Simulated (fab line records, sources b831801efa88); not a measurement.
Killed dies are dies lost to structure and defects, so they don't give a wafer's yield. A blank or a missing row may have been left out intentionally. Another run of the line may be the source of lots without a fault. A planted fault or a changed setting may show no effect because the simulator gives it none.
Which tool is to blame?    flow gf180mcu    6 lots, 18 wafers sampled, at 3 steps of a route of 602

== WHAT EACH GAUGE READ, for each wafer ==
GF_M5_CD_MEAS_07: the cd target is 280 nm.
lot   measured      on        cdNm (nm)
L439  day 26 22:49  cdSem-02  279.2 280.6 278.8
L444  day 28 06:13  cdSem-02  278.8 279.3 279.0
L453  day 31 04:37  cdSem-01  280.6 282.6 283.0
L455  day 31 11:40  cdSem-01  278.9 279.4 279.9
L458  day 32 20:23  cdSem-02  281.6 281.6 281.9
L460  day 33 07:32  cdSem-01  280.7 280.3 280.3

== EACH LOT AND THE TOOL THAT RAN IT (in order: tool; ch and the chambers of the sampled wafers; start) ==
lot   GF_V4_ETCH_17                      GF_MIM_METAL_ETCH_19
L439  rieDiel-02 ch 0,1,3, day 25 01:00  rieMetal-01 ch 0,1, day 26 00:40
L444  rieDiel-02 ch 0,1,2, day 26 12:00  rieMetal-01 ch 0,1, day 27 10:12
L453  rieDiel-02 ch 0,2,3, day 29 14:00  rieMetal-02 ch 1, day 30 10:31
L455  rieDiel-02 ch 0,1,3, day 29 22:00  rieMetal-02 ch 0,1, day 30 18:01
L458  rieDiel-04 ch 0,2,3, day 31 09:00  rieMetal-03 ch 0,1, day 32 04:25
L460  rieDiel-04 ch 0,1,2, day 31 20:00  rieMetal-03 ch 0,1, day 32 14:46
- GF_V4_ETCH_17: etches SiO2 in C4F8/O2/Ar, stops on TiN, target depth 630 nm.
- GF_MIM_METAL_ETCH_19: etches the open film in Cl2/BCl3, stops on Si3N4, target depth 324.5 nm, time 54.1 s.

== THE ANSWER, worked out from the rows above alone ==
Rule: the lots themselves supply what counts as usual. The widest of any qualifying gaps counts: lots, ordered by their means at a reading, are off when they make up no more than a third of the lots, leave a main group of 4 or more, and stand apart from it by 3 or more times the standard deviation of that group's means. If all means in a main group match to the digits the tables above print for the reading, that group is not used. Also off: a lot with no number at a reading for which 4 or more lots have one. The other lots that the step has rows for count as sound.
Across all readings shown, no lot is off: no conclusion can be drawn from this.

== WHAT THE SIMULATOR HAD INSERTED ==
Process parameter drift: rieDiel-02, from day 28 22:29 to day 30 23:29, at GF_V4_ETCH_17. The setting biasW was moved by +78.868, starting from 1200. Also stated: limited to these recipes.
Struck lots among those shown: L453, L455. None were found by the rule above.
